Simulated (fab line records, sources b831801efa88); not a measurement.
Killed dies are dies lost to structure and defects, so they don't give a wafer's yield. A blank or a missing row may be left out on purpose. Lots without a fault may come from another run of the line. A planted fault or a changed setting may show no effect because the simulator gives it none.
fab line records | flow gf180mcu
record lots=24 wafers=72 last_day=34
route steps=602 shown M1@319 V1@352 M2@379 M3@409 V3@444
lots that met no fault: from a run of the same line without faults
start_h: hours from the record's first day to the start of the lot's first wafer shown | wait_h: hours since the lot's step before | " the same as in the row above | L1.1+2: a row that stands for several wafers | - no value, or no start given | * or withheld: withheld | < > ~ a bound
route shown NAME@n: a module of which the file shows steps, and the number in the route of the first | usual: mean/standard deviation of fault-free wafers | same: alike in all rows | chamber/n: place in a boat | sites: the reading at each site | _std_site: their standard deviation | _edge_site: outer sites' mean less inner sites' | radius_mm: how far each site lies from the wafer's centre | mask NAME#n: copy n | behind: the tool/chamber that last shaped the wafer | hold: why the lot was held/for how many hours/how that ended | device: the transistor (n, p or np) that didn't switch | end of line: the same wafers' tests at the end of the route | a step without rows: its recipe alone | killed: dies lost to structure and defects at the first sort, not the wafer's yield | map: a wafer's dies, x killed, . not, _ none there
set.NAME: the setting as run; set.NAME@STEP: as run at that earlier step | model.NAME: the simulator's own value behind a step, which no gauge read
steps of the route over a sample of lots; a table a step, a row a wafer
services: from which hour (start_h, from the record's first day; less than 0 if before it) a tool's chamber was out of use, for how many hours, and why
## steps
# step GF_M1_SPUTTER_04
# recipe material=TiN target_thk_nm=50 power_w=6500 time_s=41.7 chamber_pressure_pa=0.4
# usual throttle_valve_pct=30.3/1
# same time_s=41.7
# columns lot.wafer tool chamber start_h wait_h throttle_valve_pct
L074.3 pvd_sputter-03 - 372.36 0.0 31.1
L074.5 " - " " 31.7
L074.6 " - " " 30.7
L076.1 pvd_sputter-01 - 383.00 0.0 28.7
L076.2 " - " " 30.4
L076.4 " - " " 30.8
L077.1 pvd_sputter-01 - 386.70 0.0 31.0
L077.4 " - " " 31.0
L077.5 " - " " 30.8
L075.1 pvd_sputter-03 - 388.80 0.0 31.5
L075.2 " - " " 30.6
L075.5 " - " " 30.3
L078.1 pvd_sputter-03 - 405.85 0.0 31.1
L078.4 " - " " 30.4
L078.6 " - " " 30.3
L079.1 pvd_sputter-01 - 409.91 0.0 30.7
L079.3 " - " " 30.6
L079.6 " - " " 28.8
L082.3 pvd_sputter-03 - 423.73 0.0 30.9
L082.5 " - " " 30.9
L082.6 " - " " 30.6
L080.3 pvd_sputter-01 - 426.10 0.0 28.9
L080.5 " - " " 30.5
L080.6 " - " " 31.1
L081.3 pvd_sputter-01 - 427.21 0.0 28.8
L081.4 " - " " 30.2
L081.6 " - " " 30.7
L083.3 pvd_sputter-03 - 443.31 0.0 31.2
L083.4 " - " " 30.2
L083.5 " - " " 31.8
L084.2 pvd_sputter-04 - 457.66 0.0 27.7
L084.4 " - " " 30.9
L084.6 " - " " 28.1
L085.1 pvd_sputter-03 - 457.91 0.0 30.8
L085.2 " - " " 30.8
L085.4 " - " " 32.0
L086.1 pvd_sputter-04 - 473.79 0.0 27.8
L086.2 " - " " 30.0
L086.4 " - " " 28.7
L087.2 pvd_sputter-04 - 486.23 0.0 30.1
L087.3 " - " " 30.8
L087.6 " - " " 27.7
L088.1 pvd_sputter-01 - 495.71 0.0 30.1
L088.2 " - " " 30.9
L088.4 " - " " 28.8
L089.1 pvd_sputter-01 - 497.49 0.0 31.3
L089.4 " - " " 28.9
L089.5 " - " " 30.4
L090.2 pvd_sputter-01 - 509.86 0.0 30.3
L090.3 " - " " 30.7
L090.4 " - " " 28.8
L091.3 pvd_sputter-03 - 516.67 0.0 31.7
L091.4 " - " " 30.8
L091.5 " - " " 31.8
L092.2 pvd_sputter-03 - 521.24 0.0 30.2
L092.5 " - " " 31.8
L092.6 " - " " 30.4
L093.1 pvd_sputter-01 - 530.70 0.0 31.3
L093.3 " - " " 30.3
L093.6 " - " " 30.2
L094.2 pvd_sputter-01 - 540.10 0.0 30.6
L094.4 " - " " 28.8
L094.6 " - " " 30.8
L095.1 pvd_sputter-04 - 542.39 0.0 30.0
L095.3 " - " " 28.6
L095.6 " - " " 27.5
L096.1 pvd_sputter-01 - 550.20 0.0 30.8
L096.2 " - " " 30.4
L096.4 " - " " 30.7
L097.1 pvd_sputter-01 - 556.53 0.0 30.5
L097.2 " - " " 31.3
L097.3 " - " " 30.9
# step GF_V1_ETCH_17
# recipe chemistry=C4F8/O2/Ar mask_material=KrF target=SiO2 stop_on=TiN source_w=1500 bias_w=1200 pressure_mtorr=40 c4f8_flow_sccm=withheld O2_flow_sccm=6 Ar_flow_sccm=300 time_s=withheld target_depth_a=6300
# usual oes_product_au=0.856/0.0046
# columns lot.wafer tool chamber start_h wait_h oes_product_au
L074.3 rie_diel-01 3 - - 0.853
L074.5 " 3 " " 0.859
L074.6 " 0 " " 0.856
L076.1 rie_diel-02 2 - - 0.854
L076.2 " 0 " " 0.848
L076.4 " 3 " " 0.854
L077.1 rie_diel-02 3 - - 0.863
L077.4 " 1 " " 0.858
L077.5 " 3 " " 0.854
L075.1 rie_diel-01 3 - - 0.861
L075.2 " 2 " " 0.845
L075.5 " 0 " " 0.854
L078.1 rie_diel-03 2 - - 0.857
L078.4 " 0 " " 0.855
L078.6 " 3 " " 0.862
L079.1 rie_diel-03 2 - - 0.854
L079.3 " 3 " " 0.850
L079.6 " 3 " " 0.852
L082.3 rie_diel-01 1 - - 0.853
L082.5 " 0 " " 0.855
L082.6 " 3 " " 0.850
L080.3 rie_diel-02 0 - - 0.856
L080.5 " 2 " " 0.855
L080.6 " 1 " " 0.858
L081.3 rie_diel-03 2 - - 0.859
L081.4 " 1 " " 0.852
L081.6 " 2 " " 0.852
L083.3 rie_diel-02 0 - - 0.853
L083.4 " 2 " " 0.861
L083.5 " 1 " " 0.860
L084.2 rie_diel-03 3 - - 0.856
L084.4 " 2 " " 0.856
L084.6 " 3 " " 0.857
L085.1 rie_diel-01 0 - - 0.858
L085.2 " 1 " " 0.858
L085.4 " 2 " " 0.860
L086.1 rie_diel-01 3 - - 0.853
L086.2 " 2 " " 0.854
L086.4 " 1 " " 0.860
L087.2 rie_diel-03 2 - - 0.857
L087.3 " 3 " " 0.858
L087.6 " 2 " " 0.857
L088.1 rie_diel-02 3 - - 0.856
L088.2 " 1 " " 0.843
L088.4 " 2 " " 0.854
L089.1 rie_diel-03 3 - - 0.864
L089.4 " 1 " " 0.855
L089.5 " 3 " " 0.861
L090.2 rie_diel-02 2 - - 0.856
L090.3 " 3 " " 0.861
L090.4 " 1 " " 0.853
L091.3 rie_diel-01 2 - - 0.857
L091.4 " 1 " " 0.848
L091.5 " 3 " " 0.849
L092.2 rie_diel-01 3 - - 0.855
L092.5 " 1 " " 0.855
L092.6 " 0 " " 0.855
L093.1 rie_diel-02 0 - - 0.854
L093.3 " 3 " " 0.854
L093.6 " 3 " " 0.853
L094.2 rie_diel-02 2 - - 0.857
L094.4 " 1 " " 0.853
L094.6 " 0 " " 0.855
L095.1 rie_diel-01 3 - - 0.860
L095.3 " 0 " " 0.865
L095.6 " 2 " " 0.857
L096.1 rie_diel-03 0 - - 0.859
L096.2 " 2 " " 0.862
L096.4 " 3 " " 0.851
L097.1 rie_diel-02 3 - - 0.851
L097.2 " 2 " " 0.857
L097.3 " 0 " " 0.848
# step GF_M2_STRIP_17
# recipe chemistry=O2/N2 power_w=1400 pressure_mtorr=1500 platen_temp_c=250 o2_flow_sccm=3000 n2_flow_sccm=300 overash_fraction=0.5
# usual drypump_motor_current_A=5.7/0.56 heater_power_w=318/26 oes_product_au=0.538/0.005 strip_time_to_endpoint_s=7.38/0.046
# columns lot.wafer tool chamber start_h wait_h drypump_motor_current_A heater_power_w oes_product_au rf_hours_counter_h strip_time_to_endpoint_s
L074.3 plasma_asher-02 1 446.31 0.1 6.0 327 0.535 - 7.41
L074.5 " 1 " " 6.0 325 0.544 - 7.44
L074.6 " 0 " " 4.9 304 0.534 - 7.42
L076.1 plasma_asher-04 0 458.31 0.1 5.4 320 0.536 80 7.42
L076.2 " 1 " " 6.1 382 0.548 80 7.42
L076.4 " 0 " " 5.3 311 0.540 - 7.36
L077.1 plasma_asher-04 1 460.86 0.1 6.1 366 0.527 81 7.27
L077.4 " 1 " " 6.0 352 0.537 - 7.35
L077.5 " 1 " " 6.1 366 0.534 - 7.30
L075.1 plasma_asher-03 0 463.65 0.1 5.5 295 0.537 35 7.42
L075.2 " 1 " " 6.6 296 0.546 35 7.43
L075.5 " 0 " " 5.5 295 0.536 - 7.41
L078.1 plasma_asher-04 1 481.00 0.1 6.1 369 0.540 83 7.32
L078.4 " 1 " " 6.1 378 0.535 - 7.35
L078.6 " 1 " " 6.1 377 0.538 - 7.31
L079.1 plasma_asher-03 0 485.41 0.1 5.5 295 0.532 38 7.29
L079.3 " 1 " " 6.6 294 0.534 - 7.36
L079.6 " 0 " " 5.5 289 0.537 - 7.33
L082.3 plasma_asher-04 1 500.98 0.1 6.0 380 0.543 - 7.43
L082.5 " 0 " " 5.4 312 0.544 - 7.40
L082.6 " 1 " " 6.1 377 0.542 - 7.42
L080.3 plasma_asher-02 0 502.90 0.1 4.9 302 0.536 - 7.41
L080.5 " 0 " " 4.9 306 0.529 - 7.32
L080.6 " 1 " " 6.0 331 0.537 - 7.41
L081.3 plasma_asher-04 1 502.93 0.1 6.1 370 0.532 - 7.40
L081.4 " 0 " " 5.4 314 0.537 - 7.41
L081.6 " 0 " " 5.4 318 0.546 - 7.43
L083.3 plasma_asher-02 1 518.35 0.1 6.0 328 0.538 - 7.32
L083.4 " 0 " " 4.9 302 0.534 - 7.38
L083.5 " 1 " " 6.0 331 0.538 - 7.32
L084.2 plasma_asher-02 1 532.43 0.2 6.0 333 0.539 73 7.41
L084.4 " 0 " " 4.9 301 0.536 - 7.35
L084.6 " 0 " " 4.9 295 0.539 - 7.41
L085.1 plasma_asher-04 1 533.10 0.1 6.1 377 0.529 88 7.40
L085.2 " 0 " " 5.4 304 0.535 88 7.42
L085.4 " 0 " " 5.4 326 0.535 - 7.42
L086.1 plasma_asher-02 0 546.45 0.1 4.9 299 0.543 75 7.31
L086.2 " 1 " " 6.0 326 0.530 75 7.29
L086.4 " 1 " " 6.0 332 0.526 - 7.30
L087.2 plasma_asher-02 0 557.21 0.1 4.9 303 0.541 76 7.38
L087.3 " 1 " " 6.0 329 0.540 - 7.44
L087.6 " 1 " " 6.0 337 0.537 - 7.37
L088.1 plasma_asher-03 1 566.70 0.1 6.6 297 0.535 46 7.35
L088.2 " 0 " " 5.5 300 0.533 46 7.38
L088.4 " 1 " " 6.6 294 0.535 - 7.39
L089.1 plasma_asher-03 0 567.55 0.1 5.5 293 0.535 46 7.44
L089.4 " 1 " " 6.6 298 0.541 - 7.41
L089.5 " 0 " " 5.5 299 0.539 - 7.44
L090.2 plasma_asher-03 1 579.30 0.1 6.7 300 0.552 48 7.45
L090.3 " 1 " " 6.6 296 0.555 - 7.49
L090.4 " 0 " " 5.5 291 0.534 - 7.42
L091.3 plasma_asher-03 0 586.81 0.2 5.5 297 0.533 - 7.34
L091.4 " 1 " " 6.6 298 0.542 - 7.36
L091.5 " 0 " " 5.5 293 0.543 - 7.32
L092.2 plasma_asher-02 0 590.59 0.2 4.9 305 0.532 79 7.37
L092.5 " 0 " " 4.9 295 0.541 - 7.36
L092.6 " 1 " " 6.0 331 0.539 - 7.36
L093.1 plasma_asher-02 0 599.36 0.1 4.9 310 0.536 80 7.40
L093.3 " 0 " " 4.9 297 0.541 - 7.38
L093.6 " 1 " " 6.0 332 0.529 - 7.39
L094.2 plasma_asher-02 0 606.96 0.1 4.9 299 0.540 81 7.35
L094.4 " 1 " " 5.9 320 0.540 - 7.39
L094.6 " 1 " " 6.0 336 0.542 - 7.31
L095.1 plasma_asher-04 1 609.46 0.1 6.0 384 0.539 96 7.42
L095.3 " 1 " " 6.0 363 0.534 - 7.36
L095.6 " 0 " " 5.4 311 0.532 - 7.38
L096.1 plasma_asher-03 0 617.66 0.1 5.5 294 0.535 52 7.31
L096.2 " 1 " " 6.6 296 0.541 52 7.39
L096.4 " 1 " " 6.6 300 0.538 - 7.43
L097.1 plasma_asher-02 1 622.64 0.2 6.0 337 0.542 82 7.40
L097.2 " 0 " " 4.9 304 0.542 82 7.38
L097.3 " 1 " " 6.0 325 0.542 - 7.42
# step GF_M3_SPUTTER_00
# recipe material=Ti target_thk_nm=37.5 arriving_ion_energy_ev=80 substrate_temp_c=200 chamber_pressure_pa=2 power_w=4000 time_s=150
# usual throttle_valve_pct=29.9/1.2
# same time_s=150
# columns lot.wafer tool chamber start_h wait_h throttle_valve_pct
L074.3 pvd_sputter-01 - 473.78 0.2 31.2
L074.5 " - " " 30.7
L074.6 " - " " 31.0
L076.1 pvd_sputter-01 - 485.21 0.1 31.0
L076.2 " - " " 30.3
L076.4 " - " " 28.7
L077.1 pvd_sputter-03 - 487.78 0.2 30.5
L077.4 " - " " 30.7
L077.5 " - " " 30.5
L075.1 pvd_sputter-04 - 491.30 0.2 30.2
L075.2 " - " " 27.8
L075.5 " - " " 30.8
L078.1 pvd_sputter-04 - 507.36 0.2 30.2
L078.4 " - " " 27.6
L078.6 " - " " 30.2
L079.1 pvd_sputter-04 - 510.80 0.2 30.7
L079.3 " - " " 27.7
L079.6 " - " " 27.9
L082.3 pvd_sputter-03 - 527.42 0.2 31.9
L082.5 " - " " 30.6
L082.6 " - " " 30.3
L081.3 pvd_sputter-03 - 528.74 0.1 31.0
L081.4 " - " " 31.8
L081.6 " - " " 31.0
L080.3 pvd_sputter-04 - 528.76 0.1 27.4
L080.5 " - " " 27.4
L080.6 " - " " 30.9
L083.3 pvd_sputter-01 - 544.13 0.1 30.7
L083.4 " - " " 28.9
L083.5 " - " " 30.8
L084.2 pvd_sputter-04 - 557.03 0.2 28.5
L084.4 " - " " 30.6
L084.6 " - " " 28.8
L085.1 pvd_sputter-04 - 558.61 0.2 30.8
L085.2 " - " " 27.6
L085.4 " - " " 29.1
L086.1 pvd_sputter-01 - 571.48 0.2 31.4
L086.2 " - " " 30.8
L086.4 " - " " 31.1
L087.2 pvd_sputter-01 - 582.12 0.1 31.0
L087.3 " - " " 30.7
L087.6 " - " " 30.9
L088.1 pvd_sputter-01 - 590.11 0.2 30.6
L088.2 " - " " 30.8
L088.4 " - " " 28.9
L089.1 pvd_sputter-04 - 590.44 0.2 27.4
L089.4 " - " " 30.6
L089.5 " - " " 30.9
L090.2 pvd_sputter-01 - 603.07 0.2 31.1
L090.3 " - " " 30.4
L090.4 " - " " 28.6
L091.3 pvd_sputter-04 - 610.80 0.2 28.7
L091.4 " - " " 27.7
L091.5 " - " " 27.8
L092.2 pvd_sputter-04 - 613.94 0.2 30.7
L092.5 " - " " 30.7
L092.6 " - " " 28.9
L093.1 pvd_sputter-01 - 622.40 0.1 30.6
L093.3 " - " " 30.3
L093.6 " - " " 30.5
L094.2 pvd_sputter-04 - 630.04 0.2 27.6
L094.4 " - " " 30.8
L094.6 " - " " 30.3
L095.1 pvd_sputter-04 - 631.62 0.1 30.9
L095.3 " - " " 30.3
L095.6 " - " " 30.0
L096.1 pvd_sputter-03 - 640.52 0.2 30.2
L096.2 " - " " 31.6
L096.4 " - " " 31.0
L097.1 pvd_sputter-04 - 645.34 0.1 30.9
L097.2 " - " " 27.6
L097.3 " - " " 28.7
# step GF_M3_SPUTTER_02
# recipe material=AlCu target_thk_nm=450 power_w=10600 time_s=23.9 chamber_pressure_pa=0.4
# usual throttle_valve_pct=29.9/1.2
# same time_s=23.9
# columns lot.wafer tool chamber start_h wait_h throttle_valve_pct
L074.3 pvd_sputter-01 - 473.91 0.0 31.1
L074.5 " - " " 30.3
L074.6 " - " " 30.9
L076.1 pvd_sputter-01 - 485.34 0.0 31.1
L076.2 " - " " 30.6
L076.4 " - " " 28.8
L077.1 pvd_sputter-03 - 487.91 0.0 30.9
L077.4 " - " " 31.0
L077.5 " - " " 30.2
L075.1 pvd_sputter-04 - 491.43 0.0 30.2
L075.2 " - " " 27.5
L075.5 " - " " 30.6
L078.1 pvd_sputter-04 - 507.49 0.0 30.3
L078.4 " - " " 27.7
L078.6 " - " " 30.2
L079.1 pvd_sputter-04 - 510.93 0.0 30.8
L079.3 " - " " 27.5
L079.6 " - " " 27.7
L082.3 pvd_sputter-03 - 527.55 0.0 31.9
L082.5 " - " " 30.8
L082.6 " - " " 30.3
L081.3 pvd_sputter-03 - 528.87 0.0 31.0
L081.4 " - " " 31.6
L081.6 " - " " 31.1
L080.3 pvd_sputter-04 - 528.89 0.0 27.9
L080.5 " - " " 27.7
L080.6 " - " " 30.9
L083.3 pvd_sputter-01 - 544.26 0.0 30.7
L083.4 " - " " 28.7
L083.5 " - " " 30.5
L084.2 pvd_sputter-04 - 557.16 0.0 28.9
L084.4 " - " " 31.1
L084.6 " - " " 28.7
L085.1 pvd_sputter-04 - 558.75 0.0 30.6
L085.2 " - " " 27.5
L085.4 " - " " 28.9
L086.1 pvd_sputter-01 - 571.61 0.0 30.9
L086.2 " - " " 30.7
L086.4 " - " " 31.0
L087.2 pvd_sputter-01 - 582.25 0.0 30.6
L087.3 " - " " 30.4
L087.6 " - " " 30.8
L088.1 pvd_sputter-01 - 590.24 0.0 30.4
L088.2 " - " " 31.0
L088.4 " - " " 28.8
L089.1 pvd_sputter-04 - 590.57 0.0 27.6
L089.4 " - " " 30.8
L089.5 " - " " 30.8
L090.2 pvd_sputter-01 - 603.20 0.0 31.2
L090.3 " - " " 30.7
L090.4 " - " " 28.7
L091.3 pvd_sputter-04 - 610.93 0.0 28.8
L091.4 " - " " 27.9
L091.5 " - " " 27.3
L092.2 pvd_sputter-04 - 614.07 0.0 31.1
L092.5 " - " " 30.5
L092.6 " - " " 28.5
L093.1 pvd_sputter-01 - 622.53 0.0 30.7
L093.3 " - " " 30.3
L093.6 " - " " 30.7
L094.2 pvd_sputter-04 - 630.17 0.0 27.5
L094.4 " - " " 30.9
L094.6 " - " " 30.1
L095.1 pvd_sputter-04 - 631.75 0.0 30.7
L095.3 " - " " 30.2
L095.6 " - " " 30.2
L096.1 pvd_sputter-03 - 640.65 0.0 30.4
L096.2 " - " " 31.6
L096.4 " - " " 30.6
L097.1 pvd_sputter-04 - 645.47 0.0 30.9
L097.2 " - " " 27.6
L097.3 " - " " 28.8
# step GF_V3_OVL_MEAS_15
# usual V3_OVL=3/5
# columns lot.wafer tool chamber start_h wait_h V3_OVL[nm]
L074.3 overlay-01 - 521.65 0.1 1
L074.5 " - " " 9
L074.6 " - " " -1
L076.1 overlay-01 - 533.28 0.1 10
L076.2 " - " " 3
L076.4 " - " " 4
L077.1 overlay-01 - 536.24 0.1 7
L077.4 " - " " 3
L077.5 " - " " 2
L075.1 overlay-02 - 538.88 0.1 5
L075.2 " - " " 6
L075.5 " - " " 14
L078.1 overlay-01 - 554.13 0.1 -5
L078.4 " - " " 2
L078.6 " - " " 2
L079.1 overlay-01 - 557.58 0.1 1
L079.3 " - " " 7
L079.6 " - " " -2
L082.3 overlay-02 - 573.04 0.1 -3
L082.5 " - " " -1
L082.6 " - " " 1
L081.3 overlay-02 - 574.05 0.1 0
L081.4 " - " " -4
L081.6 " - " " -6
L080.3 overlay-01 - 574.39 0.1 4
L080.5 " - " " 4
L080.6 " - " " 7
L083.3 overlay-01 - 588.14 0.1 -6
L083.4 " - " " -5
L083.5 " - " " -8
L084.2 overlay-02 - 600.74 0.1 1
L084.4 " - " " -2
L084.6 " - " " -2
L085.1 overlay-02 - 602.78 0.1 -7
L085.2 " - " " -6
L085.4 " - " " -3
L086.1 overlay-01 - 615.38 0.1 11
L086.2 " - " " 12
L086.4 " - " " 15
L087.2 overlay-01 - 624.75 0.1 1
L087.3 " - " " 5
L087.6 " - " " -4
L088.1 overlay-01 - 632.28 0.1 1
L088.2 " - " " 9
L088.4 " - " " 4
L089.1 overlay-02 - 633.83 0.1 1
L089.4 " - " " 2
L089.5 " - " " -4
L090.2 overlay-02 - 646.05 0.1 5
L090.3 " - " " 4
L090.4 " - " " 6
L091.3 overlay-01 - 653.10 0.1 3
L091.4 " - " " 3
L091.5 " - " " 4
L092.2 overlay-02 - 655.34 0.1 4
L092.5 " - " " 6
L092.6 " - " " 2
L093.1 overlay-02 - 664.49 0.1 0
L093.3 " - " " 1
L093.6 " - " " 5
L094.2 overlay-01 - 670.99 0.1 6
L094.4 " - " " 0
L094.6 " - " " 3
L095.1 overlay-02 - 673.38 0.1 -2
L095.3 " - " " -3
L095.6 " - " " 9
L096.1 overlay-01 - 681.63 0.1 11
L096.2 " - " " 5
L096.4 " - " " 7
L097.1 overlay-02 - 686.03 0.1 4
L097.2 " - " " 3
L097.3 " - " " 2
## services
# columns tool chamber start_h hours kind
pvd_sputter-03 - 357.23 6.4 repair
rie_diel-02 2 367.29 1.2 repair
rie_diel-01 3 388.34 6.3 repair
pvd_sputter-01 - 388.62 6.9 repair
rie_diel-02 1 404.53 5.5 repair
pvd_sputter-03 - 410.71 1.6 repair
rie_diel-02 - 417.11 14.6 pm
pvd_sputter-03 - 427.88 2.5 repair
rie_diel-02 1 446.49 12.2 repair
plasma_asher-02 - 448.45 0.9 repair
rie_diel-02 2 449.26 4.3 repair
pvd_sputter-01 - 454.14 5.5 repair
plasma_asher-02 - 468.87 2.8 pm
pvd_sputter-03 - 473.51 13.0 repair
rie_diel-02 - 486.18 1.0 repair
rie_diel-02 2 507.57 2.7 repair
plasma_asher-02 - 520.92 1.9 repair
rie_diel-02 - 538.78 0.5 repair
pvd_sputter-03 - 548.89 1.6 repair
pvd_sputter-03 - 555.00 64.5 repair
pvd_sputter-04 - 568.34 9.5 repair
pvd_sputter-04 - 593.34 0.5 repair
rie_diel-02 0 639.89 2.6 repair
rie_diel-02 1 644.60 9.8 repair
## key
fault none
